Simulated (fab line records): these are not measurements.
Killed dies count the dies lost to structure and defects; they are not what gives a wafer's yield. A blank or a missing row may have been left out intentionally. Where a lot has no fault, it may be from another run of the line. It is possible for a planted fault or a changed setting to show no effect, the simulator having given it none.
fab line records	flow sky130
[record] lots = 11	wafers = 31	lastDay = 50
route steps=708 shown METAL2@483 CAP2M@616 PAD_OPEN@708
lots that met no fault: taken from a fault-free run of the same line
startH: the number of hours between the record's first day and the start of the first shown wafer of the lot	waitH: time in hours since the lot's previous step	" identical to the entry in the row above	L1.1+2: a row that stands for several wafers	- no value, or no start was given	* or withheld: withheld	< > ~ a bound
route shown NAME@n: a module of which the file shows steps, and the number in the route of the first	usual: mean and standard deviation over wafers with no fault	same: alike in all rows	chamber/n: place in a boat	sites: each site's reading	_std_site: standard deviation across them	_edge_site: outer sites' mean less inner sites'	radiusMm: how far each site lies from the wafer's centre	mask NAME#n: copy n	behind: the tool/chamber that last shaped the wafer	hold: the reason the lot was held/the length of the hold in hours/how it ended	device: transistor that didn't switch, given as n, p or np	end of line: the tests these same wafers got at the end of their route	a step with no rows: only its recipe	killed: the dies lost at the first sort to structure and to defects; this is not the yield of the wafer	map: the dies of a wafer, with x for killed, . for not killed, _ for no die there
set.NAME: setting as actually run; set.NAME@STEP: the setting as run at that earlier step	model.NAME: the simulator's own value behind a step, which no gauge read
one table for each step of the route and one row for each wafer, over a sample of lots
services: a tool's chamber out of use, with start hour (startH, from the record's first day; less than 0 if before it), hours out, and reason
[[steps]]
[step SKY_METAL2_SPUTTER_00]
[recipe] material = Ti	targetThkNm = 15	powerW = 3000	timeS = 10	chamberPressurePa = 0.4
[usual] throttleValvePct = 30.2/0.91
lot.wafer	tool	chamber	startH	waitH	throttleValvePct
L845.1	pvdSputter-02	-	804.62	0.1	29.0
L845.5	"	-	"	"	30.2
L845.6	"	-	"	"	30.6
L844.1	pvdSputter-02	-	806.47	0.2	31.7
L844.4	"	-	"	"	30.8
L844.5	"	-	"	"	29.0
L847.2	pvdSputter-01	-	820.70	0.1	31.1
L847.4	"	-	"	"	29.8
L847.5	"	-	"	"	29.2
L848.2	pvdSputter-02	-	840.01	0.1	30.3
L848.4	"	-	"	"	31.4
L848.5	"	-	"	"	29.2
L849.1	pvdSputter-01	-	844.11	0.2	29.5
L849.3	"	-	"	"	29.0
L849.5	"	-	"	"	29.9
L850.2	pvdSputter-02	-	849.73	0.2	29.9
L850.3	"	-	"	"	30.8
L850.4	"	-	"	"	29.1
L852.1	pvdSputter-03	-	866.16	0.1	31.4
L852.2	"	-	"	"	28.8
L852.3	"	-	"	"	30.3
L855.2	pvdSputter-03	-	882.53	0.2	30.1
L855.3	"	-	"	"	30.0
L855.4	"	-	"	"	31.4
L860.4	pvdSputter-03	-	922.90	0.2	30.3
L860.6	"	-	"	"	31.5
L862.2	pvdSputter-03	-	932.90	0.2	31.4
L862.4	"	-	"	"	30.3
L866.1	pvdSputter-03	-	959.94	0.2	30.3
L866.4	"	-	"	"	30.3
L866.6	"	-	"	"	31.2
[step SKY_METAL2_SPUTTER_01]
[recipe] material = TiN	targetThkNm = 20	powerW = 6500	timeS = 16.7	chamberPressurePa = 0.4
[usual] throttleValvePct = 30.1/0.91
lot.wafer	tool	chamber	startH	waitH	throttleValvePct
L845.1	pvdSputter-02	-	804.64	0.0	29.2
L845.5	"	-	"	"	30.0
L845.6	"	-	"	"	30.7
L844.1	pvdSputter-02	-	806.49	0.0	31.4
L844.4	"	-	"	"	30.6
L844.5	"	-	"	"	29.2
L847.2	pvdSputter-01	-	820.73	0.0	31.4
L847.4	"	-	"	"	30.1
L847.5	"	-	"	"	29.1
L848.2	pvdSputter-02	-	840.03	0.0	29.9
L848.4	"	-	"	"	31.2
L848.5	"	-	"	"	29.1
L849.1	pvdSputter-01	-	844.14	0.0	29.6
L849.3	"	-	"	"	28.9
L849.5	"	-	"	"	29.7
L850.2	pvdSputter-02	-	849.75	0.0	30.2
L850.3	"	-	"	"	30.7
L850.4	"	-	"	"	29.0
L852.1	pvdSputter-03	-	866.18	0.0	31.5
L852.2	"	-	"	"	28.5
L852.3	"	-	"	"	29.9
L855.2	pvdSputter-03	-	882.55	0.0	30.2
L855.3	"	-	"	"	30.3
L855.4	"	-	"	"	31.5
L860.4	pvdSputter-03	-	922.92	0.0	30.1
L860.6	"	-	"	"	31.3
L862.2	pvdSputter-03	-	932.92	0.0	31.4
L862.4	"	-	"	"	30.0
L866.1	pvdSputter-03	-	959.97	0.0	30.2
L866.4	"	-	"	"	30.2
L866.6	"	-	"	"	31.4
[step SKY_METAL2_SPUTTER_03]
[recipe] material = Ti	targetThkNm = 5	powerW = 3000	timeS = 3.3	chamberPressurePa = 0.4
[usual] throttleValvePct = 30.1/0.89
lot.wafer	tool	chamber	startH	waitH	throttleValvePct
L845.1	pvdSputter-02	-	804.69	0.0	29.1
L845.5	"	-	"	"	30.0
L845.6	"	-	"	"	31.0
L844.1	pvdSputter-02	-	806.54	0.0	31.5
L844.4	"	-	"	"	30.6
L844.5	"	-	"	"	28.9
L847.2	pvdSputter-01	-	820.78	0.0	31.0
L847.4	"	-	"	"	30.0
L847.5	"	-	"	"	29.1
L848.2	pvdSputter-02	-	840.08	0.0	30.1
L848.4	"	-	"	"	31.8
L848.5	"	-	"	"	29.2
L849.1	pvdSputter-01	-	844.19	0.0	29.4
L849.3	"	-	"	"	29.0
L849.5	"	-	"	"	29.8
L850.2	pvdSputter-02	-	849.80	0.0	30.2
L850.3	"	-	"	"	30.8
L850.4	"	-	"	"	29.2
L852.1	pvdSputter-03	-	866.23	0.0	31.5
L852.2	"	-	"	"	28.8
L852.3	"	-	"	"	30.1
L855.2	pvdSputter-03	-	882.60	0.0	30.3
L855.3	"	-	"	"	29.8
L855.4	"	-	"	"	31.4
L860.4	pvdSputter-03	-	922.97	0.0	30.3
L860.6	"	-	"	"	31.4
L862.2	pvdSputter-03	-	932.97	0.0	31.5
L862.4	"	-	"	"	29.9
L866.1	pvdSputter-03	-	960.02	0.0	30.0
L866.4	"	-	"	"	30.5
L866.6	"	-	"	"	31.1
[step SKY_CAP2M_METAL_ETCH_13]
[recipe] targetDepthNm = 220	stopOn = SiO2	chemistry = Cl2/BCl3	target = TiN	pressureMtorr = 10	icpW = 900	biasW = 48.5	Cl2_flow_sccm = 60	bcl3FlowSccm = 30	timeS = 62.9
[usual] drypumpMotorCurrentA = 5.49/0.28	oesProductAu = 0.943/0.0074	throttleValvePct = 21.900/0.0097
lot.wafer	tool	chamber	startH	waitH	drypumpMotorCurrentA	oesProductAu	rfHoursCounterH	throttleValvePct
L845.1	rieMetal-03	0	964.07	0.0	5.67	0.938	9	21.922
L845.5	"	1	"	"	5.36	0.949	-	21.909
L845.6	"	0	"	"	5.71	0.935	-	21.904
L844.1	rieMetal-03	1	966.37	0.0	5.36	0.946	4	21.911
L844.4	"	0	"	"	5.64	0.951	-	21.898
L844.5	"	1	"	"	5.35	0.952	-	21.902
L847.2	rieMetal-04	1	980.35	0.0	5.30	0.939	17	21.876
L847.4	"	0	"	"	6.17	0.942	-	21.898
L847.5	"	1	"	"	5.30	0.937	-	21.916
L848.2	rieMetal-04	1	995.50	0.0	5.32	0.953	18	21.886
L848.4	"	1	"	"	5.33	0.942	-	21.895
L848.5	"	0	"	"	6.16	0.951	-	21.911
L849.1	rieMetal-02	1	1000.57	0.0	5.44	0.939	7	21.912
L849.3	"	1	"	"	5.44	0.940	-	21.906
L849.5	"	0	"	"	5.01	0.933	-	21.917
L850.2	rieMetal-03	0	1005.01	0.0	5.67	0.957	12	21.890
L850.3	"	1	"	"	5.36	0.942	-	21.903
L850.4	"	0	"	"	5.70	0.940	-	21.903
L852.1	rieMetal-03	0	1020.36	0.0	5.65	0.940	12	21.907
L852.2	"	1	"	"	5.36	0.943	7	21.893
L852.3	"	1	"	"	5.35	0.950	-	21.892
L855.2	rieMetal-03	0	1034.06	0.0	5.67	0.935	13	21.885
L855.3	"	0	"	"	5.65	0.944	-	21.896
L855.4	"	1	"	"	5.37	0.947	-	21.900
L860.4	rieMetal-03	0	1069.74	0.0	5.72	0.945	-	21.905
L860.6	"	0	"	"	5.69	0.753	-	22.022
L862.2	rieMetal-03	0	1078.65	0.0	5.65	0.744	15	22.035
L862.4	"	1	"	"	5.37	0.941	-	21.881
L866.1	rieMetal-04	1	1101.17	0.0	5.32	0.944	2	21.905
L866.4	"	1	"	"	5.32	0.948	-	21.895
L866.6	"	0	"	"	6.18	0.949	-	21.897
[step SKY_CAP2M_STRIP_14]
[recipe] chemistry = O2/N2	powerW = 1400	pressureMtorr = 1500	platenTempC = withheld	o2FlowSccm = 3000	n2FlowSccm = 300	overashFraction = 0.5
[usual] drypumpMotorCurrentA = 6.1/0.49	oesProductAu = 0.709/0.0049	stripTimeToEndpointS = 12.69/0.036
lot.wafer	tool	chamber	startH	waitH	drypumpMotorCurrentA	oesProductAu	rfHoursCounterH	stripTimeToEndpointS
L845.1	plasmaAsher-02	0	964.14	0.1	5.6	0.704	22	12.71
L845.5	"	1	"	"	5.3	0.706	-	12.70
L845.6	"	0	"	"	5.6	0.715	-	12.72
L844.1	plasmaAsher-03	1	966.44	0.1	5.9	0.714	80	12.63
L844.4	"	0	"	"	6.7	0.712	-	12.62
L844.5	"	0	"	"	6.7	0.705	-	12.64
L847.2	plasmaAsher-03	1	980.43	0.1	5.9	0.708	82	12.69
L847.4	"	1	"	"	5.9	0.705	-	12.67
L847.5	"	1	"	"	5.9	0.711	-	12.68
L848.2	plasmaAsher-01	1	995.58	0.1	6.0	0.715	55	12.66
L848.4	"	1	"	"	6.0	0.714	-	12.64
L848.5	"	1	"	"	6.0	0.713	-	12.70
L849.1	plasmaAsher-02	0	1000.64	0.1	5.6	0.715	26	12.71
L849.3	"	0	"	"	5.6	0.703	-	12.66
L849.5	"	0	"	"	5.6	0.708	-	12.75
L850.2	plasmaAsher-03	1	1005.09	0.1	5.9	0.711	85	12.73
L850.3	"	0	"	"	6.7	0.709	-	12.72
L850.4	"	1	"	"	5.9	0.711	-	12.73
L852.1	plasmaAsher-02	0	1020.44	0.1	5.6	0.704	28	12.74
L852.2	"	1	"	"	5.4	0.704	28	12.69
L852.3	"	0	"	"	5.6	0.706	-	12.62
L855.2	plasmaAsher-03	1	1034.14	0.1	5.9	0.705	87	12.73
L855.3	"	0	"	"	6.7	0.707	-	12.66
L855.4	"	1	"	"	5.9	0.714	-	12.66
L860.4	plasmaAsher-03	1	1069.83	0.1	5.9	0.709	-	12.65
L860.6	"	0	"	"	6.7	0.708	-	13.22
L862.2	plasmaAsher-02	0	1078.73	0.1	5.6	0.708	34	13.26
L862.4	"	0	"	"	5.6	0.715	-	12.65
L866.1	plasmaAsher-03	1	1101.25	0.1	5.9	0.715	94	12.70
L866.4	"	0	"	"	6.7	0.718	-	12.73
L866.6	"	0	"	"	6.7	0.714	-	12.66
[step SKY_PAD_OPEN_PROBE_99]
[usual] defectLimitedYield = 82.8/2	killed_at_M0_to_M3 = 42/7.3	killed_at_M4_up = 3.2/1.8	killedAtContacts = 25/5.2	killedAtFrontEnd = 15/4.6	killedAtOther = 0.3/0.62	killedDies = 85/9.9	killedOnRim = 17/3.9	killedOpen = 46/7.1	killedShort = 38/5.7	sort_bin_3_pad_short = 0.9/0.42	sort_bin_5_function = 10.0/1.5	sort_bin_6_memory = 6.3/1.2	sortNPass = 407/9.9	sortYieldPct = 82.8/2
[same] grossDies = 492	killedAtBackSide = 0	sort_bin_4_leakage[%] = 0	sort_bin_8_speed[%] = 0
lot.wafer	tool	chamber	startH	waitH	hold	defectLimitedYield[%]	killed_at_M0_to_M3	killed_at_M4_up	killedAtContacts	killedAtFrontEnd	killedAtOther	killedDies	killedOnRim	killedOpen	killedShort	sort_bin_3_pad_short[%]	sort_bin_5_function[%]	sort_bin_6_memory[%]	sortNPass	sortYieldPct[%]
L845.1	prober-01	-	1083.82	0.1	-	80.9	48	4	31	11	0	94	15	50	44	1.8	10.6	6.7	398	80.9
L845.5	prober-01	-	1084.02	0.2	-	78.9	58	2	26	18	0	104	21	59	45	1.4	11.6	8.1	388	78.9
L845.6	prober-01	-	1084.07	0.2	-	79.7	53	2	25	20	0	100	21	56	44	1.0	10.4	8.9	392	79.7
L844.1	prober-02	-	1086.12	0.1	-	78.5	53	3	23	27	0	106	20	62	44	0.8	12.4	8.3	386	78.5
L844.4	prober-02	-	1086.27	0.2	-	83.7	38	6	25	11	0	80	22	46	34	0.4	9.1	6.7	412	83.7
L844.5	prober-02	-	1086.32	0.2	-	82.1	44	2	26	16	0	88	22	55	33	0.6	10.6	6.7	404	82.1
L847.2	prober-02	-	1096.09	0.1	-	82.1	54	0	19	15	0	88	15	44	44	1.4	11.4	5.1	404	82.1
L847.4	prober-02	-	1096.19	0.2	-	81.3	49	3	25	13	2	92	22	49	41	1.2	11.8	5.7	400	81.3
L847.5	prober-02	-	1096.24	0.2	-	82.7	48	4	24	7	2	85	21	36	47	1.6	10.2	5.5	407	82.7
L848.2	prober-01	-	1110.84	0.1	-	77.4	58	3	32	18	0	111	21	54	57	1.6	11.8	9.1	381	77.4
L848.4	prober-01	-	1110.94	0.2	-	82.5	37	7	25	17	0	86	19	39	46	1.0	10.6	5.9	406	82.5
L848.5	prober-01	-	1110.99	0.2	-	84.8	39	0	24	12	0	75	16	42	33	1.0	7.7	6.5	417	84.8
L849.1	prober-02	-	1115.89	0.1	-	80.7	56	4	19	16	0	95	26	49	46	0.2	13.0	6.1	397	80.7
L849.3	prober-02	-	1115.99	0.2	-	81.5	55	3	21	12	0	91	19	55	36	1.0	11.8	5.7	401	81.5
L849.5	prober-02	-	1116.09	0.2	-	81.3	46	4	27	14	1	92	19	54	38	0.8	9.6	8.3	400	81.3
L850.2	prober-01	-	1118.97	0.1	-	81.3	41	6	30	15	0	92	15	48	44	1.0	9.6	8.1	400	81.3
L850.3	prober-01	-	1119.02	0.2	-	84.6	38	2	23	13	0	76	20	43	33	1.2	8.5	5.7	416	84.6
L850.4	prober-01	-	1119.07	0.2	-	83.3	32	5	29	16	0	82	16	51	30	0.6	8.7	7.3	410	83.3
L852.1	prober-01	-	1132.22	0.1	-	79.9	44	6	28	21	0	99	14	56	43	0.4	12.0	7.7	393	79.9
L852.2	prober-01	-	1132.27	0.1	-	81.7	43	4	29	14	0	90	17	47	43	0.4	11.6	6.3	402	81.7
L852.3	prober-01	-	1132.32	0.2	-	83.1	42	3	29	9	0	83	15	34	49	0.6	10.0	6.3	409	83.1
L855.2	prober-02	-	1143.04	0.1	-	82.9	40	4	28	12	0	84	14	47	37	0.4	9.1	7.5	408	82.9
L855.3	prober-02	-	1143.09	0.2	-	85.0	32	4	26	12	0	74	16	34	40	1.0	8.9	5.1	418	85.0
L855.4	prober-02	-	1143.14	0.2	-	85.2	28	7	23	13	2	73	13	38	35	1.2	9.1	4.5	419	85.2
L860.4	prober-01	-	1173.93	0.2	awaitDispo/1.5h/release	81.1	50	7	25	11	0	93	22	51	42	1.6	8.9	8.3	399	81.1
L860.6	prober-01	-	1174.03	0.2	awaitDispo/1.5h/release	0	42	7	30	13	400	492	96	46	46	81.9	11.4	6.7	0	0
L862.2	prober-01	-	1180.64	0.1	awaitDispo/3.6h/release	0	38	2	29	16	407	492	96	48	37	83.9	9.3	6.7	0	0
L862.4	prober-01	-	1180.74	0.2	awaitDispo/3.6h/release	83.5	35	3	23	20	0	81	17	43	38	0.8	10.2	5.5	411	83.5
L866.1	prober-01	-	1197.05	0.1	-	81.7	40	4	31	15	0	90	14	55	35	0.6	9.8	7.9	402	81.7
L866.4	prober-01	-	1197.20	0.2	-	79.9	53	6	24	16	0	99	20	51	48	0.6	12.4	7.1	393	79.9
L866.6	prober-01	-	1197.30	0.2	-	79.5	52	4	27	18	0	101	21	52	49	1.2	9.6	9.8	391	79.5
// killed by level:class
L845.1 VIA1:geometricParticle:open=15 CONTACT:geometricParticle:open=9 CONTACT:geometricParticle:short=8 VIA2:geometricParticle:open=6 VIA3:geometricParticle:open=6 LI_CONTACT:geometricParticle:open=5 FIELD_ISO:geometricParticle:short=4 LI_CONTACT:geometricParticle:short=4
L845.5 VIA1:geometricParticle:open=16 VIA3:geometricParticle:open=9 VIA1:geometricParticle:short=8 CONTACT:geometricParticle:open=7 CONTACT:geometricParticle:short=7 LI_CONTACT:geometricParticle:open=6 METAL2:geometricParticle:open=6 POLY_GATE:geometricParticle:open=5
L845.6 CONTACT:geometricParticle:open=13 VIA1:geometricParticle:open=12 POLY_GATE:geometricParticle:open=7 VIA2:geometricParticle:open=7 CONTACT:geometricParticle:short=7 METAL1:geometricParticle:short=6 VIA3:geometricParticle:short=6 VIA1:geometricParticle:short=6
L844.1 VIA1:geometricParticle:open=14 POLY_GATE:geometricParticle:open=9 CONTACT:geometricParticle:open=9 VIA2:geometricParticle:open=9 VIA3:geometricParticle:open=8 VIA1:geometricParticle:short=7 FIELD_ISO:geometricParticle:open=6 CONTACT:geometricParticle:short=6
L844.4 CONTACT:geometricParticle:open=12 LI_CONTACT:geometricParticle:open=9 VIA2:geometricParticle:short=7 VIA1:geometricParticle:open=7 METAL1:geometricParticle:short=5 METAL4:geometricParticle:short=4 FIELD_ISO:geometricParticle:open=3 POLY_GATE:geometricParticle:short=3
L844.5 CONTACT:geometricParticle:open=11 VIA2:geometricParticle:open=11 VIA1:geometricParticle:open=10 POLY_GATE:geometricParticle:open=5 LI_CONTACT:geometricParticle:open=5 CONTACT:geometricParticle:short=4 VIA3:geometricParticle:open=4 VIA1:geometricParticle:short=4
L847.2 CONTACT:geometricParticle:open=12 VIA1:geometricParticle:open=11 METAL1:geometricParticle:short=8 VIA1:geometricParticle:short=8 FIELD_ISO:geometricParticle:short=6 VIA3:geometricParticle:open=6 VIA3:geometricParticle:short=4 VIA2:geometricParticle:short=4
L847.4 VIA1:geometricParticle:open=12 VIA2:geometricParticle:open=11 LI_CONTACT:geometricParticle:open=7 CONTACT:geometricParticle:open=7 METAL2:geometricParticle:short=6 LOCAL_INTERCONNECT:geometricParticle:short=5 VIA1:geometricParticle:short=5 FIELD_ISO:geometricParticle:open=4
L847.5 METAL2:geometricParticle:short=8 LI_CONTACT:geometricParticle:open=7 METAL1:geometricParticle:short=7 VIA1:geometricParticle:short=6 VIA1:geometricParticle:open=6 LOCAL_INTERCONNECT:geometricParticle:short=5 CONTACT:geometricParticle:open=5 VIA3:geometricParticle:open=5
L848.2 VIA1:geometricParticle:open=16 LI_CONTACT:geometricParticle:open=9 CONTACT:geometricParticle:short=8 VIA3:geometricParticle:short=7 VIA3:geometricParticle:open=7 FIELD_ISO:geometricParticle:short=6 CONTACT:geometricParticle:open=6 VIA1:geometricParticle:short=5
L848.4 CONTACT:geometricParticle:open=8 VIA1:geometricParticle:open=8 LI_CONTACT:geometricParticle:open=7 VIA1:geometricParticle:short=6 CONTACT:geometricParticle:short=6 FIELD_ISO:geometricParticle:short=5 VIA2:geometricParticle:short=5 FIELD_ISO:geometricParticle:open=4
L848.5 CONTACT:geometricParticle:short=9 CONTACT:geometricParticle:open=8 VIA1:geometricParticle:open=8 VIA2:geometricParticle:open=7 VIA1:geometricParticle:short=5 FIELD_ISO:geometricParticle:open=4 METAL1:geometricParticle:short=3 METAL2:geometricParticle:short=3
L849.1 VIA1:geometricParticle:open=11 VIA2:geometricParticle:short=10 METAL1:geometricParticle:short=8 VIA3:geometricParticle:open=8 VIA2:geometricParticle:open=7 POLY_GATE:geometricParticle:open=6 METAL2:geometricParticle:short=6 CONTACT:geometricParticle:open=5
L849.3 VIA1:geometricParticle:open=11 CONTACT:geometricParticle:open=10 VIA2:geometricParticle:open=10 VIA3:geometricParticle:open=9 VIA2:geometricParticle:short=6 LI_CONTACT:geometricParticle:open=5 CONTACT:geometricParticle:short=5 VIA1:geometricParticle:short=5
L849.5 CONTACT:geometricParticle:open=14 LI_CONTACT:geometricParticle:open=7 VIA1:geometricParticle:short=7 VIA3:geometricParticle:open=7 VIA1:geometricParticle:open=6 METAL2:geometricParticle:short=5 VIA2:geometricParticle:open=5 FIELD_ISO:geometricParticle:open=4
L850.2 VIA1:geometricParticle:open=16 CONTACT:geometricParticle:short=8 CONTACT:geometricParticle:open=8 LI_CONTACT:geometricParticle:open=7 VIA1:geometricParticle:short=5 LI_CONTACT:geometricParticle:short=4 METAL1:geometricParticle:short=4 METAL4:geometricParticle:short=4
L850.3 VIA1:geometricParticle:open=10 CONTACT:geometricParticle:open=9 LI_CONTACT:geometricParticle:open=7 METAL1:geometricParticle:short=7 FIELD_ISO:geometricParticle:short=6 VIA2:geometricParticle:open=6 CONTACT:geometricParticle:short=4 VIA2:geometricParticle:short=4
L850.4 CONTACT:geometricParticle:open=14 VIA3:geometricParticle:open=9 FIELD_ISO:geometricParticle:short=7 LI_CONTACT:geometricParticle:open=7 VIA1:geometricParticle:open=6 FIELD_ISO:geometricParticle:open=5 CONTACT:geometricParticle:short=5 VIA2:geometricParticle:open=5
L852.1 VIA1:geometricParticle:open=13 CONTACT:geometricParticle:open=9 METAL1:geometricParticle:short=8 FIELD_ISO:geometricParticle:open=6 LI_CONTACT:geometricParticle:open=6 VIA2:geometricParticle:open=6 POLY_GATE:geometricParticle:short=5 VIA3:geometricParticle:open=5
L852.2 LI_CONTACT:geometricParticle:open=9 CONTACT:geometricParticle:open=9 VIA2:geometricParticle:open=8 VIA2:geometricParticle:short=7 VIA3:geometricParticle:open=7 VIA1:geometricParticle:short=6 POLY_GATE:geometricParticle:open=6 LOCAL_INTERCONNECT:geometricParticle:short=6
L852.3 VIA1:geometricParticle:open=11 CONTACT:geometricParticle:open=10 LOCAL_INTERCONNECT:geometricParticle:short=8 METAL2:geometricParticle:short=8 CONTACT:geometricParticle:short=7 METAL1:geometricParticle:short=6 VIA1:geometricParticle:short=5 VIA2:geometricParticle:open=5
L855.2 LI_CONTACT:geometricParticle:open=10 CONTACT:geometricParticle:open=10 METAL1:geometricParticle:short=7 VIA2:geometricParticle:open=7 VIA3:geometricParticle:open=6 FIELD_ISO:geometricParticle:open=5 VIA2:geometricParticle:short=5 METAL2:geometricParticle:short=4
L855.3 VIA3:geometricParticle:open=8 LI_CONTACT:geometricParticle:open=8 METAL2:geometricParticle:short=6 CONTACT:geometricParticle:short=5 CONTACT:geometricParticle:open=5 VIA2:geometricParticle:short=5 FIELD_ISO:geometricParticle:short=4 LI_CONTACT:geometricParticle:short=4
L855.4 CONTACT:geometricParticle:open=10 LI_CONTACT:geometricParticle:open=8 VIA3:geometricParticle:open=7 VIA1:geometricParticle:open=6 METAL2:geometricParticle:short=6 METAL4:geometricParticle:short=6 POLY_GATE:geometricParticle:short=5 FIELD_ISO:geometricParticle:short=4
L860.4 VIA1:geometricParticle:open=12 CONTACT:geometricParticle:open=10 METAL1:geometricParticle:short=10 LI_CONTACT:geometricParticle:open=8 FIELD_ISO:geometricParticle:open=6 VIA3:geometricParticle:open=6 METAL4:geometricParticle:short=6 LOCAL_INTERCONNECT:geometricParticle:short=5
L860.6 CAP2M:areaEtch=400 LI_CONTACT:geometricParticle:open=9 CONTACT:geometricParticle:open=8 VIA1:geometricParticle:open=8 POLY_GATE:geometricParticle:open=6 LOCAL_INTERCONNECT:geometricParticle:short=6 METAL2:geometricParticle:short=6 VIA3:geometricParticle:open=6
L862.2 CAP2M:areaEtch=407 LI_CONTACT:geometricParticle:open=10 VIA1:geometricParticle:open=8 CONTACT:geometricParticle:open=7 VIA1:geometricParticle:short=6 VIA2:geometricParticle:open=6 FIELD_ISO:geometricParticle:short=5 FIELD_ISO:geometricParticle:open=5
L862.4 CONTACT:geometricParticle:open=10 VIA1:geometricParticle:open=7 FIELD_ISO:geometricParticle:open=6 VIA3:geometricParticle:open=6 POLY_GATE:geometricParticle:open=5 LOCAL_INTERCONNECT:geometricParticle:short=5 CONTACT:geometricParticle:short=4 METAL2:geometricParticle:short=4
L866.1 CONTACT:geometricParticle:open=15 VIA1:geometricParticle:open=11 LI_CONTACT:geometricParticle:open=7 METAL1:geometricParticle:short=7 METAL2:geometricParticle:short=7 CONTACT:geometricParticle:short=6 VIA3:geometricParticle:open=6 FIELD_ISO:geometricParticle:open=4
L866.4 VIA1:geometricParticle:open=13 CONTACT:geometricParticle:open=10 VIA2:geometricParticle:open=10 VIA1:geometricParticle:short=9 METAL1:geometricParticle:short=6 POLY_GATE:geometricParticle:short=5 LOCAL_INTERCONNECT:geometricParticle:short=5 FIELD_ISO:geometricParticle:short=4
L866.6 VIA1:geometricParticle:open=15 CONTACT:geometricParticle:open=11 LI_CONTACT:geometricParticle:open=9 VIA1:geometricParticle:short=9 METAL2:geometricParticle:short=8 POLY_GATE:geometricParticle:short=7 VIA3:geometricParticle:open=5 FIELD_ISO:geometricParticle:short=4
[[services]]
tool	chamber	startH	hours	kind
rieMetal-02	-	786.34	2.5	repair
rieMetal-02	-	791.23	1.2	repair
pvdSputter-02	-	809.17	0.7	repair
rieMetal-03	1	823.13	-	clean
rieMetal-03	1	823.13	22.9	scheduledDown
rieMetal-03	1	823.13	22.9	ventCycle
rieMetal-03	-	844.20	1.1	repair
pvdSputter-02	-	880.44	0.7	repair
plasmaAsher-01	-	882.03	5.1	repair
rieMetal-03	-	882.90	0.2	repair
pvdSputter-01	-	910.63	2.9	repair
pvdSputter-01	-	912.49	22.8	repair
rieMetal-03	1	924.88	6.6	repair
plasmaAsher-01	-	960.13	15.8	pm
pvdSputter-03	-	967.12	17.7	repair
plasmaAsher-03	-	1012.13	1.5	repair
pvdSputter-01	-	1015.43	6.1	repair
plasmaAsher-03	-	1021.01	2.1	repair
rieMetal-03	0	1025.51	2.5	repair
pvdSputter-03	-	1038.49	1.9	repair
rieMetal-04	1	1050.25	-	clean
rieMetal-04	1	1050.25	21.0	scheduledDown
rieMetal-03	-	1076.58	0.2	repair
pvdSputter-03	-	1099.09	1.4	repair
[[key]]
[firstSign] step = SKY_CAP2M_METAL_ETCH_13	reading = oesProductAu	direction = down	sigmas = 26	usual = 0.943	struck = 0.748
[effect] step = SKY_CAP2M_METAL_ETCH_13	reading = throttleValvePct	direction = up	sigmas = 13	usual = 21.900	struck = 22.028
[effect] step = SKY_CAP2M_STRIP_14	reading = stripTimeToEndpointS	direction = up	sigmas = 15	usual = *	struck = *
[effect] step = SKY_PAD_OPEN_PROBE_99	reading = killedAtOther	direction = up	sigmas = 99+	usual = 0.3	struck = 403.5
[moreKillsBornAt] SKY_CAP2M_METAL_ETCH_13@rieMetal-03 = 807
metAt SKY_CAP2M_METAL_ETCH_13
struckLots L860,L862
struckWafers L860.6,L862.2
laterRowsLeftOut L860.6,L862.2
notActingAt SKY_METAL2_SPUTTER_00,SKY_METAL2_SPUTTER_01,SKY_METAL2_SPUTTER_03
onsetBetween 1034.06 1069.74
[fault] kind = processParameterDrift	tool = rieMetal-03	chamber = -	onsetH = 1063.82	steps = SKY_CAP2M_METAL_ETCH_13	channel = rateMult	offset = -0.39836	shape = step	endH = 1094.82	scope = struckWafersOnly
// laterRowsLeftOut: the simulator's readings of these wafers behind a module that went badly wrong aren't trusted and aren't shown, but for the sort
